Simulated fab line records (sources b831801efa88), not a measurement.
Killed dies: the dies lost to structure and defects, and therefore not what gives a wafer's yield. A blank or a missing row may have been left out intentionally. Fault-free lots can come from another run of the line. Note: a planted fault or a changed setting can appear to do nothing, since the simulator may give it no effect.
Problem report in the 8D (eight disciplines) form, filled by code ; flow sfq_line ; the parts of the form that need people (team, actions taken, sign-off) are left out

## 1. WHAT IS WRONG
L0_MONX_KI_RS at SFQ_L0_RS_MEAS_901 reads a mean of 64.1 ohm/sq on 4 wafers of 3 lots; wafers without a fault read 43.6 ohm/sq with a standard deviation of 0.52. That is +39 standard deviations from the usual mean.
The step: measures by four-point-probe.
First seen on wafer L696.2, day 4 15:35, on film_metro-04. Wafers with a number at this step in the record: 43, from 15 lots. Rule for "out" (also "out of limits"): further than 4 standard deviations from the usual mean. All remaining wafers that have a number are taken as sound.

## 2. WHAT IT IS; WHAT IT IS NOT
question;is;is not
which readings at this step;L0_MONX_KI_RS;-
which lots;L696, L697, L702;L682, L683, L684, L685, L687, L688, L689, L690, L693, L694, L695, L699
which wafers of those lots;L696.2, L696.6, L697.6, L702.2;L696.5, L697.1, L702.1
read on which gauges;film_metro-01, film_metro-04;film_metro-03
when;from day 4 15:35;"up to then (34 sound wafers); but 5 sound wafers of L697, L699, L702 came after"

## 3. SUSPECTS, AND WHAT RULES EACH OUT
Counting: if a tool at a process step up to the reading ran every lot that is out, it stays a suspect. Sound lots after the first of them don't rule it out here, since some wafers of a struck lot are sound.
- the gauge at SFQ_L0_RS_MEAS_901 has been ruled out. The wafers that are out were read on 2 gauges (film_metro-01, film_metro-04).
- pvd_sputter-06 at SFQ_TRILAYER_L0_DEP_SPUTTER_003 (material MoNx KI, target thk 40 nm, time 100 s): kept. It ran every lot that is out, first L696 (day 4 15:29); its last sound lot up to then is L694 (day 4 05:29).
After counting, what remains is pvd_sputter-06 at SFQ_TRILAYER_L0_DEP_SPUTTER_003.

## 4. THE CAUSE (what the simulator had put in)
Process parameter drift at SFQ_TRILAYER_L0_DEP_SPUTTER_003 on pvd_sputter-06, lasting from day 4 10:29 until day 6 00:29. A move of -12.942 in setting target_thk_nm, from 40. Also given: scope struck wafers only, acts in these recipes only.
Counting left only this tool.

## 5. SEQUENCE OF EFFECTS, ordered by route
Each row: a reading where the mean over the struck wafers with a number is more than 3 standard deviations away from the usual. Scope: only readings with a usual standard deviation given in the record; hours: median across lots of the time from each lot's start at the first step in this table that gives one to its start at this step; sigmas: change in usual standard deviations.
hours;step;reading;usual;on struck wafers;change;sigmas
0;SFQ_L0_RS_MEAS_901;L0_MONX_KI_RS;43.6 ohm/sq;64.1;+20.5;+39
0;SFQ_L0_THK_MEAS_902;L0_MONX_KI_THK;38.7 nm;26.2;-12.5;-24
17;SFQ_TRILAYER_L0_ETCH_METAL_ETCH_008;oes_product_au;0.872 a.u.;0.713;-0.159;-21
It contains these process steps:
- SFQ_TRILAYER_L0_ETCH_METAL_ETCH_008: etches MoNx KI in SF6/O2, stops on SiO2, target depth 50 nm, time 25 s.
Later steps that measure or inspect, where all struck wafers having a row at the step show a number for every such reading and not one has moved that far: SFQ_I0_OVL_MEAS_908, SFQ_I1_OVL_MEAS_913.

## 6. HOW IT WOULD HAVE BEEN CAUGHT EARLIER
The first out-of-limits reading at a measuring or inspecting step in this record came at day 4 15:35, 5 hours after the fault's start at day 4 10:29.
No tool reading at SFQ_TRILAYER_L0_DEP_SPUTTER_003 that has a usual standard deviation in the record was out on any struck wafer, so an alarm limit of 4 standard deviations on those readings would not have fired.
Among the 3 lots that are out, L697, L702 began SFQ_TRILAYER_L0_DEP_SPUTTER_003 on pvd_sputter-06 after day 4 15:35. A hold on the tool at that time would have spared those 2.
